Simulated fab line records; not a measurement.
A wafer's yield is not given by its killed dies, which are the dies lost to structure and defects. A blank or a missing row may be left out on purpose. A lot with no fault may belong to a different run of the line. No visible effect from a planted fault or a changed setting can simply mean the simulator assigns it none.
fab line records	flow sky130
record lots=13	wafers=39	last_day=51
route steps=708 shown LDD_LDN@296 LI_CONTACT@375 VIA3@573 PAD_OPEN@708
lots untouched by any fault: they come from a run of this same line in which no faults occurred
start_h: hours from the record's first day to the start of the lot's first wafer shown	wait_h: hours since the lot's step before	" unchanged from the row above	L1.1+2: one row covering several wafers at once	- no value present, or no start provided	* or withheld: withheld	< > ~ a bound
route shown NAME@n: NAME is a module with steps in the file, n the number in the route of the first one	usual: mean/standard deviation taken from wafers without a fault	same: alike in all rows	chamber/n: place in a boat	sites: per-site readings	_std_site: standard deviation of those values	_edge_site: mean of outer sites minus mean of inner sites	radius_mm: how far each site lies from the wafer's centre	mask NAME#n: copy n	behind: tool/chamber where the wafer was last shaped	hold: why the lot went on hold/how many hours it stayed there/how the hold came to an end	device: the transistor (n, p or np) that didn't switch	end of line: tests run on the same wafers once the route is complete	a step given without rows: its recipe and nothing more	killed: not the wafer's yield, but the dies lost to structure and defects at the first sort	map: dies across one wafer; x = killed, . = not, _ = none there
set.NAME: the setting the step ran with; set.NAME@STEP: the setting that earlier step ran with	model.NAME: the simulator's own value behind a step, which no gauge read
the route's steps for a sample of lots (tables are steps, rows are wafers)
services: the hour from which a tool's chamber was out of use, counted from the record's first day as start_h (under 0 if before that day), plus the number of hours and why
## steps
# step SKY_LDD_LDN_OVL_MEAS_07
# usual LDD_LDN_OVL=1.6/1.3
lot.wafer	tool	chamber	start_h	wait_h	LDD_LDN_OVL[nm]
L325.3	overlay-01	-	526.01	0.1	1.4
L325.4	"	-	"	"	3.2
L325.6	"	-	"	"	1.1
L326.1	overlay-02	-	530.63	0.1	-0.3
L326.4	"	-	"	"	0.4
L326.5	"	-	"	"	0.9
L327.1	overlay-01	-	538.05	0.1	2.9
L327.3	"	-	"	"	2.2
L327.5	"	-	"	"	2.5
L328.1	overlay-02	-	551.40	0.1	1.6
L328.2	"	-	"	"	0.8
L328.5	"	-	"	"	2.9
L329.1	overlay-01	-	559.00	0.1	2.4
L329.3	"	-	"	"	1.5
L329.5	"	-	"	"	3.9
L330.1	overlay-02	-	570.15	0.1	0.7
L330.3	"	-	"	"	0.8
L330.4	"	-	"	"	1.2
L331.2	overlay-02	-	577.75	0.1	0.1
L331.3	"	-	"	"	-0.3
L331.4	"	-	"	"	1.1
L333.2	overlay-01	-	595.71	0.1	2.0
L333.3	"	-	"	"	4.4
L333.4	"	-	"	"	1.7
L334.1	overlay-02	-	600.03	0.1	0.2
L334.4	"	-	"	"	1.5
L334.6	"	-	"	"	1.6
L338.1	overlay-02	-	636.95	0.1	1.8
L338.3	"	-	"	"	0.5
L338.5	"	-	"	"	1.9
L341.1	overlay-01	-	654.48	0.1	1.0
L341.2	"	-	"	"	0.2
L341.4	"	-	"	"	1.4
L342.3	overlay-01	-	666.56	0.1	3.0
L342.4	"	-	"	"	3.3
L342.6	"	-	"	"	2.6
L348.1	overlay-01	-	732.18	0.1	1.5
L348.3	"	-	"	"	3.0
L348.6	"	-	"	"	2.2
# step SKY_LI_CONTACT_OVL_MEAS_13
# usual LI_CONTACT_OVL=4/5.5
lot.wafer	tool	chamber	start_h	wait_h	LI_CONTACT_OVL[nm]
L325.3	overlay-01	-	675.77	0.1	4
L325.4	"	-	"	"	4
L325.6	"	-	"	"	2
L326.1	overlay-01	-	680.81	0.1	11
L326.4	"	-	"	"	3
L326.5	"	-	"	"	2
L327.1	overlay-01	-	687.17	0.1	15
L327.3	"	-	"	"	18
L327.5	"	-	"	"	10
L328.1	overlay-02	-	699.72	0.1	-2
L328.2	"	-	"	"	0
L328.5	"	-	"	"	8
L329.1	overlay-02	-	707.20	0.1	8
L329.3	"	-	"	"	7
L329.5	"	-	"	"	8
L330.1	overlay-02	-	716.67	0.1	-1
L330.3	"	-	"	"	-2
L330.4	"	-	"	"	5
L331.2	overlay-02	-	724.03	0.1	2
L331.3	"	-	"	"	-1
L331.4	"	-	"	"	8
L333.2	overlay-01	-	742.36	0.1	2
L333.3	"	-	"	"	7
L333.4	"	-	"	"	7
L334.1	overlay-02	-	745.31	0.1	17
L334.4	"	-	"	"	18
L334.6	"	-	"	"	9
L338.1	overlay-02	-	782.22	0.1	-5
L338.3	"	-	"	"	4
L338.5	"	-	"	"	1
L341.1	overlay-02	-	794.67	0.1	9
L341.2	"	-	"	"	9
L341.4	"	-	"	"	8
L342.3	overlay-02	-	805.27	0.1	2
L342.4	"	-	"	"	3
L342.6	"	-	"	"	1
L348.1	overlay-01	-	880.36	0.1	9
L348.3	"	-	"	"	8
L348.6	"	-	"	"	5
# step SKY_LI_CONTACT_RS_MEAS_22
# recipe thk_meas_gauge=four-point-probe	reads=W_of_LI_CONTACT_CVD_21+TiN_of_LI_CONTACT_SPUTTER_20+Ti_of_LI_CONTACT_SPUTTER_19
# usual LI_CONTACT_W_RS=0.286/0.0042
lot.wafer	tool	chamber	start_h	wait_h	LI_CONTACT_W_RS[ohm/sq]
L325.3	film_metro-02	-	676.52	0.1	0.287
L325.4	"	-	"	"	0.287
L325.6	"	-	"	"	0.285
L326.1	film_metro-02	-	681.53	0.1	0.292
L326.4	"	-	"	"	0.286
L326.5	"	-	"	"	0.288
L327.1	film_metro-02	-	687.91	0.1	0.288
L327.3	"	-	"	"	0.292
L327.5	"	-	"	"	0.287
L328.1	film_metro-03	-	700.44	0.1	0.282
L328.2	"	-	"	"	0.280
L328.5	"	-	"	"	0.285
L329.1	film_metro-01	-	707.96	0.1	0.285
L329.3	"	-	"	"	0.284
L329.5	"	-	"	"	0.287
L330.1	film_metro-02	-	717.39	0.1	0.282
L330.3	"	-	"	"	0.284
L330.4	"	-	"	"	0.276
L331.2	film_metro-02	-	724.76	0.1	0.289
L331.3	"	-	"	"	0.289
L331.4	"	-	"	"	0.290
L333.2	film_metro-03	-	743.10	0.1	0.290
L333.3	"	-	"	"	0.287
L333.4	"	-	"	"	0.285
L334.1	film_metro-02	-	746.03	0.1	0.286
L334.4	"	-	"	"	0.284
L334.6	"	-	"	"	0.290
L338.1	film_metro-02	-	782.94	0.1	0.279
L338.3	"	-	"	"	0.279
L338.5	"	-	"	"	0.284
L341.1	film_metro-01	-	795.39	0.1	0.294
L341.2	"	-	"	"	0.290
L341.4	"	-	"	"	0.292
L342.3	film_metro-03	-	806.02	0.1	0.278
L342.4	"	-	"	"	0.283
L342.6	"	-	"	"	0.282
L348.1	film_metro-02	-	881.08	0.1	0.288
L348.3	"	-	"	"	0.290
L348.6	"	-	"	"	0.286
# step SKY_VIA3_HDPCVD_00
# recipe material=SiO2	target_thk_nm=1635	sigma_open_frac=0.3	time_s=272.5	temp_c=400	sih4_flow_sccm=60	pressure_mtorr=6
lot.wafer	tool	chamber	start_h	wait_h
L325.3+4+6	hdpcvd-01	2,0,2	901.61	0.0
L326.1+4+5	hdpcvd-02	0,2,0	905.20	0.0
L327.1+3+5	hdpcvd-02	0,1,1	911.62	0.0
L328.1+2+5	hdpcvd-01	2,1,2	922.08	0.0
L329.1+3+5	hdpcvd-01	1,2,0	930.04	0.0
L330.1+3+4	hdpcvd-02	1,2,1	940.46	0.0
L331.2+3+4	hdpcvd-01	2,1,1	943.98	0.0
L333.2+3+4	hdpcvd-01	1,2,1	962.51	0.0
L334.1+4+6	hdpcvd-01	1,1,2	963.43	0.0
L338.1+3+5	hdpcvd-02	2,0,1	993.69	0.0
L341.1+2+4	hdpcvd-02	2,0,1	1007.60	0.0
L342.3+4+6	hdpcvd-01	1,1,2	1016.86	0.0
L348.1+3+6	hdpcvd-02	1,2,2	1080.08	0.1
# step SKY_PAD_OPEN_PROBE_99
# usual defect_limited_yield=82.6/1.8	killed_at_M0_to_M3=43/6.5	killed_at_M4_up=3.1/1.8	killed_at_contacts=24/5.6	killed_at_front_end=15/4.2	killed_at_other=0.3/0.5	killed_dies=86/8.9	killed_open=47/6.9	killed_short=39/5.9	sort_bin_3_pad_short=0.9/0.39	sort_bin_5_function=10.4/1.6	sort_bin_6_memory=6.2/1	sort_n_pass=406/8.9	sort_yield_pct=82.6/1.8
# same gross_dies=492	killed_at_back_side=0	sort_bin_4_leakage[%]=0	sort_bin_8_speed[%]=0
lot.wafer	tool	chamber	start_h	wait_h	hold	defect_limited_yield[%]	killed_at_M0_to_M3	killed_at_M4_up	killed_at_contacts	killed_at_front_end	killed_at_other	killed_dies	killed_open	killed_short	sort_bin_3_pad_short[%]	sort_bin_5_function[%]	sort_bin_6_memory[%]	sort_n_pass	sort_yield_pct[%]
L325.3	prober-01	-	1073.62	0.2	-	83.3	45	3	17	17	0	82	46	36	0.8	9.8	6.1	410	83.3
L325.4	prober-01	-	1073.67	0.2	-	81.5	50	4	23	14	0	91	40	51	1.2	10.0	7.3	401	81.5
L325.6	prober-01	-	1073.77	0.2	-	80.5	50	2	29	15	0	96	52	44	1.2	11.6	6.7	396	80.5
L326.1	prober-02	-	1076.89	0.1	-	83.3	39	5	22	16	0	82	45	37	1.0	10.4	5.3	410	83.3
L326.4	prober-02	-	1077.04	0.2	-	87.0	29	3	17	15	0	64	34	30	0.2	7.1	5.7	428	87.0
L326.5	prober-02	-	1077.09	0.2	-	81.5	49	4	19	18	1	91	54	37	1.0	11.4	6.1	401	81.5
L327.1	prober-01	-	1082.85	0.1	-	82.5	52	2	22	10	0	86	48	38	0.4	11.8	5.3	406	82.5
L327.3	prober-01	-	1082.95	0.2	-	82.5	42	3	26	15	0	86	46	39	1.2	11.8	4.5	406	82.5
L327.5	prober-01	-	1083.05	0.2	-	83.9	49	4	10	15	1	79	32	46	1.0	9.1	5.9	413	83.9
L328.1	prober-02	-	1091.57	0.1	-	81.1	50	4	23	16	0	93	51	42	1.4	9.8	7.7	399	81.1
L328.2	prober-02	-	1091.62	0.1	-	82.7	43	3	19	19	1	85	50	35	0.8	10.8	5.7	407	82.7
L328.5	prober-02	-	1091.77	0.2	-	82.5	49	2	20	13	2	86	44	42	1.2	9.6	6.7	406	82.5
L329.1	prober-01	-	1096.98	0.1	-	83.5	39	4	27	11	0	81	42	39	0.4	11.6	4.5	411	83.5
L329.3	prober-01	-	1097.08	0.2	-	81.1	43	4	25	21	0	93	50	43	0.8	11.4	6.7	399	81.1
L329.5	prober-01	-	1097.18	0.2	-	84.6	34	1	24	17	0	76	32	44	1.2	7.3	6.9	416	84.6
L330.1	prober-01	-	1104.72	0.1	-	84.3	38	6	20	13	0	77	43	34	0.6	7.9	7.1	415	84.3
L330.3	prober-01	-	1104.82	0.2	-	85.6	39	1	20	11	0	71	31	40	0.6	8.5	5.3	421	85.6
L330.4	prober-01	-	1104.87	0.2	-	82.7	37	7	29	12	0	85	39	46	1.0	9.3	6.9	407	82.7
L331.2	prober-02	-	1109.98	0.1	-	84.8	42	3	21	9	0	75	45	30	0.6	8.1	6.5	417	84.8
L331.3	prober-02	-	1110.03	0.2	-	83.9	40	3	17	19	0	79	37	42	0.8	11.0	4.3	413	83.9
L331.4	prober-02	-	1110.08	0.2	-	83.5	52	2	20	7	0	81	42	39	1.2	11.2	4.1	411	83.5
L333.2	prober-02	-	1124.46	0.1	-	83.5	41	7	16	16	1	81	45	36	1.0	9.6	5.9	411	83.5
L333.3	prober-02	-	1124.51	0.2	-	85.8	32	3	22	13	0	70	39	31	1.0	8.1	5.1	422	85.8
L333.4	prober-02	-	1124.56	0.2	-	86.4	37	4	15	10	1	67	40	27	0.4	8.5	4.7	425	86.4
L334.1	prober-01	-	1126.04	0.1	-	83.5	51	4	15	11	0	81	32	49	0.6	10.2	5.7	411	83.5
L334.4	prober-01	-	1126.19	0.2	-	82.7	50	4	23	8	0	85	52	33	0.6	10.6	6.1	407	82.7
L334.6	prober-01	-	1126.29	0.2	-	78.9	64	4	16	20	0	104	52	52	1.8	13.4	5.9	388	78.9
L338.1	prober-01	-	1148.38	0.1	await_dispo/4.3h/release	80.7	52	7	22	14	0	95	52	43	1.0	11.8	6.5	397	80.7
L338.3	prober-01	-	1148.48	0.2	await_dispo/4.3h/release	83.1	48	2	16	17	0	83	46	37	1.2	11.2	4.5	409	83.1
L338.5	prober-01	-	1148.58	0.2	await_dispo/4.3h/release	80.3	63	2	15	16	1	97	39	36	2.4	9.8	7.5	395	80.3
L341.1	prober-02	-	1157.97	0.1	await_dispo/7.9h/release	82.7	45	2	21	17	0	85	44	41	0.6	10.2	6.5	407	82.7
L341.2	prober-02	-	1158.02	0.1	await_dispo/7.9h/release	81.7	45	2	21	21	1	90	49	41	1.2	11.4	5.7	402	81.7
L341.4	prober-02	-	1158.12	0.2	await_dispo/7.9h/release	78.7	59	2	25	19	0	105	43	36	2.4	13.2	5.7	387	78.7
L342.3	prober-01	-	1167.41	0.2	-	83.1	37	2	30	14	0	83	48	35	0.8	10.0	6.1	409	83.1
L342.4	prober-01	-	1167.46	0.2	-	81.1	45	6	21	21	0	93	50	43	0.4	12.4	6.1	399	81.1
L342.6	prober-01	-	1167.56	0.2	-	80.5	48	5	32	11	0	96	53	43	0.8	12.8	5.9	396	80.5
L348.1	prober-02	-	1212.03	0.1	-	78.7	47	0	37	21	0	105	50	55	1.6	12.0	7.7	387	78.7
L348.3	prober-02	-	1212.13	0.2	-	81.5	34	7	40	10	0	91	42	49	1.2	9.6	7.7	401	81.5
L348.6	prober-02	-	1212.28	0.2	-	79.5	56	4	28	13	0	101	59	42	1.2	11.6	7.7	391	79.5
# killed by level:class
L325.3 VIA1:geometric_particle:open=12 METAL1:geometric_particle:short=10 FIELD_ISO:geometric_particle:open=7 CONTACT:geometric_particle:open=7 POLY_GATE:geometric_particle:open=5 METAL2:geometric_particle:short=5 VIA2:geometric_particle:open=5 CONTACT:geometric_particle:short=4
L325.4 METAL1:geometric_particle:short=14 VIA1:geometric_particle:open=8 LI_CONTACT:geometric_particle:open=7 VIA3:geometric_particle:open=7 CONTACT:geometric_particle:open=6 FIELD_ISO:geometric_particle:short=5 CONTACT:geometric_particle:short=5 METAL2:geometric_particle:short=5
L325.6 METAL2:geometric_particle:short=10 VIA3:geometric_particle:open=9 LI_CONTACT:geometric_particle:open=8 VIA2:geometric_particle:open=7 CONTACT:geometric_particle:open=7 VIA1:geometric_particle:open=7 CONTACT:geometric_particle:short=6 LOCAL_INTERCONNECT:geometric_particle:short=6
L326.1 VIA1:geometric_particle:open=11 CONTACT:geometric_particle:open=10 CONTACT:geometric_particle:short=6 VIA3:geometric_particle:open=5 FIELD_ISO:geometric_particle:open=4 FIELD_ISO:geometric_particle:short=4 METAL2:geometric_particle:short=4 VIA2:geometric_particle:short=4
L326.4 LI_CONTACT:geometric_particle:open=9 FIELD_ISO:geometric_particle:short=6 VIA1:geometric_particle:open=6 CONTACT:geometric_particle:open=4 VIA2:geometric_particle:open=4 METAL2:geometric_particle:short=4 POLY_GATE:geometric_particle:open=3 SPACER:geometric_particle:short=3
L326.5 VIA3:geometric_particle:open=10 VIA1:geometric_particle:open=9 METAL2:geometric_particle:short=7 VIA2:geometric_particle:open=7 CONTACT:geometric_particle:open=6 POLY_GATE:geometric_particle:open=5 FIELD_ISO:geometric_particle:short=4 LI_CONTACT:geometric_particle:open=4
L327.1 VIA1:geometric_particle:open=15 VIA3:geometric_particle:open=8 VIA1:geometric_particle:short=7 LI_CONTACT:geometric_particle:open=7 VIA2:geometric_particle:open=7 CONTACT:geometric_particle:short=5 CONTACT:geometric_particle:open=5 METAL2:geometric_particle:short=5
L327.3 VIA1:geometric_particle:open=12 LI_CONTACT:geometric_particle:open=9 CONTACT:geometric_particle:open=8 METAL1:geometric_particle:short=7 FIELD_ISO:geometric_particle:open=5 CONTACT:geometric_particle:short=5 VIA1:geometric_particle:short=5 METAL2:geometric_particle:short=5
L327.5 VIA1:geometric_particle:open=11 METAL2:geometric_particle:short=9 VIA3:geometric_particle:open=7 METAL1:geometric_particle:short=6 POLY_GATE:geometric_particle:short=5 CONTACT:geometric_particle:short=5 VIA1:geometric_particle:short=5 VIA2:geometric_particle:open=5
L328.1 VIA3:geometric_particle:open=9 METAL2:geometric_particle:short=9 LI_CONTACT:geometric_particle:open=8 VIA1:geometric_particle:open=8 CONTACT:geometric_particle:open=7 METAL1:geometric_particle:open=6 FIELD_ISO:geometric_particle:short=5 POLY_GATE:geometric_particle:short=4
L328.2 VIA1:geometric_particle:open=9 VIA3:geometric_particle:open=9 LI_CONTACT:geometric_particle:open=7 FIELD_ISO:geometric_particle:open=6 CONTACT:geometric_particle:open=5 METAL1:geometric_particle:short=5 METAL2:geometric_particle:short=5 VIA2:geometric_particle:open=5
L328.5 VIA1:geometric_particle:short=8 METAL2:geometric_particle:short=8 VIA3:geometric_particle:open=8 VIA1:geometric_particle:open=6 CONTACT:geometric_particle:open=6 CONTACT:geometric_particle:short=5 VIA2:geometric_particle:open=5 FIELD_ISO:geometric_particle:open=3
L329.1 CONTACT:geometric_particle:open=12 VIA1:geometric_particle:open=9 METAL1:geometric_particle:short=8 VIA3:geometric_particle:open=7 CONTACT:geometric_particle:short=5 LI_CONTACT:geometric_particle:short=4 LOCAL_INTERCONNECT:geometric_particle:short=4 VIA1:geometric_particle:short=4
L329.3 VIA1:geometric_particle:open=12 CONTACT:geometric_particle:open=10 LI_CONTACT:geometric_particle:open=7 METAL2:geometric_particle:short=7 POLY_GATE:geometric_particle:open=6 VIA3:geometric_particle:open=6 FIELD_ISO:geometric_particle:short=5 FIELD_ISO:geometric_particle:open=4
L329.5 CONTACT:geometric_particle:open=7 CONTACT:geometric_particle:short=7 METAL2:geometric_particle:short=7 VIA1:geometric_particle:open=6 VIA3:geometric_particle:open=6 LOCAL_INTERCONNECT:geometric_particle:short=5 POLY_GATE:geometric_particle:short=4 METAL1:geometric_particle:short=4
L330.1 VIA2:geometric_particle:open=7 CONTACT:geometric_particle:short=7 VIA3:geometric_particle:open=5 CONTACT:geometric_particle:open=5 METAL1:geometric_particle:short=5 VIA1:geometric_particle:open=5 FIELD_ISO:geometric_particle:open=4 POLY_GATE:geometric_particle:open=4
L330.3 VIA1:geometric_particle:open=9 METAL2:geometric_particle:short=9 CONTACT:geometric_particle:open=7 VIA1:geometric_particle:short=6 LI_CONTACT:geometric_particle:open=4 POLY_GATE:geometric_particle:short=4 LOCAL_INTERCONNECT:geometric_particle:short=4 CONTACT:geometric_particle:short=4
L330.4 LI_CONTACT:geometric_particle:open=9 LOCAL_INTERCONNECT:geometric_particle:short=8 METAL1:geometric_particle:short=7 VIA1:geometric_particle:open=7 CONTACT:geometric_particle:open=6 VIA2:geometric_particle:open=6 VIA1:geometric_particle:short=5 SPACER:geometric_particle:short=4
L331.2 VIA1:geometric_particle:open=15 CONTACT:geometric_particle:open=11 LI_CONTACT:geometric_particle:open=6 FIELD_ISO:geometric_particle:short=5 VIA1:geometric_particle:short=5 VIA2:geometric_particle:short=5 METAL3:geometric_particle:short=4 VIA3:geometric_particle:open=3
L331.3 VIA1:geometric_particle:short=9 VIA1:geometric_particle:open=6 FIELD_ISO:geometric_particle:short=5 FIELD_ISO:geometric_particle:open=4 LI_CONTACT:geometric_particle:short=4 LI_CONTACT:geometric_particle:open=4 CONTACT:geometric_particle:open=4 VIA3:geometric_particle:open=4
L331.4 VIA1:geometric_particle:open=10 CONTACT:geometric_particle:open=9 VIA2:geometric_particle:open=9 METAL2:geometric_particle:short=8 METAL1:geometric_particle:short=7 LI_CONTACT:geometric_particle:open=6 VIA1:geometric_particle:short=5 VIA3:geometric_particle:short=4
L333.2 VIA1:geometric_particle:open=8 LI_CONTACT:geometric_particle:open=8 METAL1:geometric_particle:short=8 FIELD_ISO:geometric_particle:short=5 POLY_GATE:geometric_particle:open=5 VIA3:geometric_particle:open=5 METAL4:geometric_particle:short=5 CONTACT:geometric_particle:open=4
L333.3 VIA3:geometric_particle:open=8 LI_CONTACT:geometric_particle:open=7 VIA1:geometric_particle:open=7 CONTACT:geometric_particle:short=5 METAL2:geometric_particle:short=5 CONTACT:geometric_particle:open=4 LOCAL_INTERCONNECT:geometric_particle:short=4 FIELD_ISO:geometric_particle:short=3
L333.4 VIA1:geometric_particle:open=7 FIELD_ISO:geometric_particle:open=5 LI_CONTACT:geometric_particle:open=5 CONTACT:geometric_particle:open=5 VIA1:geometric_particle:short=5 VIA3:geometric_particle:open=5 METAL3:geometric_particle:short=5 LI_CONTACT:geometric_particle:short=3
L334.1 VIA1:geometric_particle:open=10 VIA1:geometric_particle:short=9 METAL2:geometric_particle:short=8 METAL1:geometric_particle:short=8 CONTACT:geometric_particle:open=6 CONTACT:geometric_particle:short=5 VIA3:geometric_particle:short=4 VIA2:geometric_particle:open=4
L334.4 CONTACT:geometric_particle:open=13 VIA1:geometric_particle:open=13 VIA1:geometric_particle:short=6 METAL1:geometric_particle:short=5 METAL2:geometric_particle:short=5 VIA2:geometric_particle:open=5 LOCAL_INTERCONNECT:geometric_particle:short=4 METAL1:geometric_particle:open=3
L334.6 VIA1:geometric_particle:open=10 VIA3:geometric_particle:open=9 FIELD_ISO:geometric_particle:open=8 METAL1:geometric_particle:short=8 VIA1:geometric_particle:short=8 METAL2:geometric_particle:short=6 VIA2:geometric_particle:open=6 FIELD_ISO:geometric_particle:short=5
L338.1 VIA2:geometric_particle:open=11 CONTACT:geometric_particle:open=10 VIA1:geometric_particle:short=8 LI_CONTACT:geometric_particle:open=7 VIA1:geometric_particle:open=7 METAL2:geometric_particle:short=7 VIA3:geometric_particle:open=6 METAL4:geometric_particle:short=6
L338.3 VIA1:geometric_particle:open=9 METAL2:geometric_particle:short=8 VIA3:geometric_particle:open=7 VIA2:geometric_particle:open=7 FIELD_ISO:geometric_particle:open=6 VIA1:geometric_particle:short=5 LI_CONTACT:geometric_particle:open=4 CONTACT:geometric_particle:open=4
L338.5 VIA3:unspecified=22 VIA1:geometric_particle:open=9 VIA1:geometric_particle:short=7 METAL2:geometric_particle:short=6 VIA2:geometric_particle:open=6 FIELD_ISO:geometric_particle:open=5 VIA3:geometric_particle:open=5 CONTACT:geometric_particle:open=5
L341.1 CONTACT:geometric_particle:open=8 VIA1:geometric_particle:open=7 VIA2:geometric_particle:open=6 METAL2:geometric_particle:short=6 FIELD_ISO:geometric_particle:open=5 VIA1:geometric_particle:short=5 METAL1:geometric_particle:short=5 VIA3:geometric_particle:open=5
L341.2 CONTACT:geometric_particle:open=13 VIA3:geometric_particle:open=12 FIELD_ISO:geometric_particle:short=8 VIA1:geometric_particle:open=8 POLY_GATE:geometric_particle:short=5 METAL2:geometric_particle:short=5 VIA1:geometric_particle:short=4 FIELD_ISO:geometric_particle:open=3
L341.4 VIA3:unspecified=26 POLY_GATE:geometric_particle:open=7 LI_CONTACT:geometric_particle:open=7 CONTACT:geometric_particle:open=7 VIA1:geometric_particle:open=7 CONTACT:geometric_particle:short=5 FIELD_ISO:geometric_particle:short=4 VIA2:geometric_particle:short=4
L342.3 LI_CONTACT:geometric_particle:open=12 VIA1:geometric_particle:open=8 LOCAL_INTERCONNECT:geometric_particle:short=7 VIA2:geometric_particle:open=6 CONTACT:geometric_particle:open=5 FIELD_ISO:geometric_particle:short=4 METAL1:geometric_particle:short=4 VIA3:geometric_particle:open=4
L342.4 VIA1:geometric_particle:open=16 VIA2:geometric_particle:open=9 LI_CONTACT:geometric_particle:open=8 FIELD_ISO:geometric_particle:short=7 POLY_GATE:geometric_particle:short=6 METAL1:geometric_particle:short=5 CONTACT:geometric_particle:short=4 VIA1:geometric_particle:short=3
L342.6 LI_CONTACT:geometric_particle:open=11 VIA1:geometric_particle:open=11 CONTACT:geometric_particle:open=10 VIA1:geometric_particle:short=8 METAL2:geometric_particle:short=6 VIA2:geometric_particle:open=6 FIELD_ISO:geometric_particle:open=4 LOCAL_INTERCONNECT:geometric_particle:short=4
L348.1 CONTACT:geometric_particle:open=14 CONTACT:geometric_particle:short=13 METAL1:geometric_particle:short=10 POLY_GATE:geometric_particle:short=7 VIA2:geometric_particle:open=7 METAL2:geometric_particle:short=5 FIELD_ISO:geometric_particle:open=4 LOCAL_INTERCONNECT:geometric_particle:open=4
L348.3 CONTACT:geometric_particle:open=12 CONTACT:geometric_particle:short=12 LI_CONTACT:geometric_particle:open=9 VIA1:geometric_particle:open=7 METAL4:geometric_particle:short=6 METAL1:geometric_particle:short=5 METAL2:geometric_particle:short=5 LOCAL_INTERCONNECT:geometric_particle:short=4
L348.6 VIA1:geometric_particle:open=12 LI_CONTACT:geometric_particle:open=10 CONTACT:geometric_particle:open=10 VIA3:geometric_particle:open=9 VIA2:geometric_particle:open=9 METAL2:geometric_particle:short=6 POLY_GATE:geometric_particle:open=6 METAL3:geometric_particle:short=5
## services
tool	chamber	start_h	hours	kind
hdpcvd-02	-	950.25	15.0	pm
hdpcvd-02	0	950.25	15.0	vent_cycle
hdpcvd-02	1	950.25	15.0	vent_cycle
hdpcvd-02	2	950.25	15.0	vent_cycle
hdpcvd-02	0	965.25	-	clean
hdpcvd-02	1	965.25	-	clean
hdpcvd-02	2	965.25	-	clean
hdpcvd-02	1	965.62	4.8	repair
hdpcvd-01	-	971.82	2.7	repair
hdpcvd-02	2	987.51	2.3	repair
hdpcvd-02	-	991.52	0.7	repair
hdpcvd-01	-	1066.56	27.8	repair
## key
first_sign step=SKY_PAD_OPEN_PROBE_99	reading=sort_bin_3_pad_short	direction=up	sigmas=4.1	usual=0.9	struck=2.4
effect step=SKY_PAD_OPEN_PROBE_99	reading=killed_at_M0_to_M3	direction=up	sigmas=2.7	usual=43	struck=61
met_at SKY_VIA3_HDPCVD_00
struck_lots L338,L341
struck_wafers L338.5,L341.4
not_acting_at SKY_LDD_LDN_OVL_MEAS_07,SKY_LI_CONTACT_OVL_MEAS_13,SKY_LI_CONTACT_RS_MEAS_22
onset_between 940.46 993.69
fault kind=chamber_particle_source	tool=hdpcvd-02	chamber=1	onset_h=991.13	steps=SKY_VIA3_HDPCVD_00	rate_per_visit_cm2=0.56543	end_h=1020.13
